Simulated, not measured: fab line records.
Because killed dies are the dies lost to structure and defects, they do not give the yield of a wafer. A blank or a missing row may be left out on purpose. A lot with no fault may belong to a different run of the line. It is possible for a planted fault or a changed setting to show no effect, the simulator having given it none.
Struck lot and sound lot, side by side || flow gf180mcu || 23 steps out of a route of 602
Sound: these wafers, L864.2, L864.4, L864.6. Struck: wafer L879.2. (L879.1, L879.5 of the same lot were not struck and are left out.) The cause comes at the end.
Each step with rows lists, per side, the tool, then ch with its chambers, then its first start. Under that, the readings that differ: sound wafers || struck wafers || difference of the means || sigmas: that difference in standard deviations of wafers without a fault.
alike: readings with means less than 2 such deviations apart, plus words and numbers identical on both sides. not compared: withheld readings, readings lacking a value on some wafer, bounds such as >300 that could conceal the same value, and numbers that have no deviation in the record and whose values overlap.
A row with sigmas, a row that says differs or no value, or rows on one side alone: a step with any of these is where the two part. Numbers that don't overlap but have no deviation are shown without sigmas and don't part them. Lack of a reading on every wafer of one side parts them only where that side has two or more wafers.

GF_V3_RS_MEAS_24: measures by four-point-probe.
  sound: film-metro-01 at day 24 18:22; struck: film-metro-01 at day 29 05:42
  alike: V3_W_RS
GF_V3_THK_MEAS_25: measures by xrf.
  sound: film-metro-01 at day 24 18:29; struck: film-metro-01 at day 29 05:49
  alike: V3_W_THK
GF_V3_CMP_26: polishes, stops on SiO2, t overpolish 15 s, target thk 0 nm.
  sound on cmp-02 ch 1,2,3, day 24 18:35; struck on cmp-01 ch 1, day 29 05:56
  alike: motor-current-A, overpolish-run-s, retaining-ring-pressure-frac, time-to-endpoint-s
GF_M4_SPUTTER_00: material Ti, target thk 37.5 nm, time 150 s.
  sound: pvd-sputter-01 at day 24 18:50; struck: pvd-sputter-04 at day 29 06:11
{"reading": "throttle-valve-pct (%)", "sound": "28.7 29.2 29.0", "struck": 31.0, "difference": "+2.0", "sigmas": "+2"}
then, 1 step without rows for these wafers: GF_M4_SPUTTER_01 (material TiN, target thk 30 nm, time 25 s).
GF_M4_SPUTTER_02: material AlCu, target thk 450 nm, time 23.9 s.
  sound: pvd-sputter-01 at day 24 18:58; struck: pvd-sputter-04 at day 29 06:19
{"reading": "throttle-valve-pct (%)", "sound": "28.9 29.4 29.0", "struck": 30.9, "difference": "+1.8", "sigmas": "+2"}
GF_M4_SPUTTER_03: material Ti, target thk 10 nm, time 6.7 s.
  sound: pvd-sputter-01 at day 24 18:59; struck: pvd-sputter-04 at day 29 06:20
{"reading": "throttle-valve-pct (%)", "sound": "29.2 29.3 28.8", "struck": 30.9, "difference": "+1.8", "sigmas": "+2"}
GF_M4_SPUTTER_04: material TiN, target thk 50 nm, time 41.7 s.
  sound: pvd-sputter-01 at day 24 19:01; struck: pvd-sputter-04 at day 29 06:22
  alike: throttle-valve-pct
GF_M4_RS_MEAS_05: measures by four-point-probe.
  sound: film-metro-03 at day 24 19:04; struck: film-metro-04 at day 29 06:24
{"reading": "M4_ALCU_RS (ohm/sq)", "sound": "0.0708 0.0711 0.0695", "struck": 0.0688, "difference": -0.0017, "sigmas": -2}
GF_M4_THK_MEAS_06: measures by xrf.
  sound: film-metro-03 at day 24 19:11; struck: film-metro-04 at day 29 06:31
  alike: M4_ALCU_THK
then, 2 steps without rows for these wafers: GF_M4_DEHYDRATE_07 (time 60 s); GF_M4_HMDS_08 (prime time 60 s).
GF_M4_COAT_09: resist thk 1000 nm.
  sound on litho-track-04 ch 0, day 25 05:49; struck on litho-track-02 ch 0, day 29 15:38
{"reading": "model.KrF_of_M4_COAT_09.thk-nm (nm)", "sound": "998.9 999.7 1001", "struck": 964.4, "difference": -35.5, "sigmas": ""}
  alike: chill-plate-temp-C
then, 4 steps without rows for these wafers: GF_M4_SOFTBAKE_10 (time 60 s); GF_M4_EXPOSE_11 (exposes mask Metal4, target cd 280 nm); GF_M4_PEB_12 (peb time 90 s); GF_M4_DEVELOP_13 (develop time 60 s).
GF_M4_CD_MEAS_14 targets a cd of 280 nm.
  sound: cd-sem-01 at day 25 16:29; struck: cd-sem-02 at day 30 01:08
  alike: cd-nm
GF_M4_OVL_MEAS_15:
  sound: overlay-01 at day 25 16:35; struck: overlay-01 at day 30 01:16
  alike: M4_OVL
GF_M4_METAL_ETCH_16: etches the open film in Cl2/BCl3, stops on SiO2, target depth 627.5 nm, time 104.6 s.
  sound on rie-metal-04 ch 0,1, day 25 16:37; struck on rie-metal-03 ch 1, day 30 01:18
{"reading": "oes-product-au (a.u.)", "sound": "0.970 0.969 0.958", "struck": 0.980, "difference": "+0.014", "sigmas": "+2"}
{"reading": "model.KrF_of_M4_COAT_09.thk-nm (nm)", "sound": "728.3 728.8 732.8", "struck": 700.2, "difference": -29.8, "sigmas": ""}
  alike: drypump-motor-current-A, throttle-valve-pct
  not compared: rf-hours-counter-h
GF_M4_STRIP_17: strips in O2/N2.
  sound on plasma-asher-04 ch 0,1, day 25 16:44; struck on plasma-asher-01 ch 1, day 30 01:25
{"reading": "strip-time-to-endpoint-s (s)", "sound": "7.81 7.81 7.86", "struck": 7.53, "difference": -0.30, "sigmas": -8}
  alike: drypump-motor-current-A, heater-power-w, oes-product-au
  not compared: rf-hours-counter-h
then, 2 steps without rows for these wafers: GF_M4_STRIP_18 (strips in post etch residue remover, time 1200 s); GF_PASSIVATION_PROBE_99.

WHERE THEY PART
Last at GF_M4_STRIP_17 as far as this record goes, first at GF_M4_SPUTTER_00.

WHY: the cause the simulator had injected
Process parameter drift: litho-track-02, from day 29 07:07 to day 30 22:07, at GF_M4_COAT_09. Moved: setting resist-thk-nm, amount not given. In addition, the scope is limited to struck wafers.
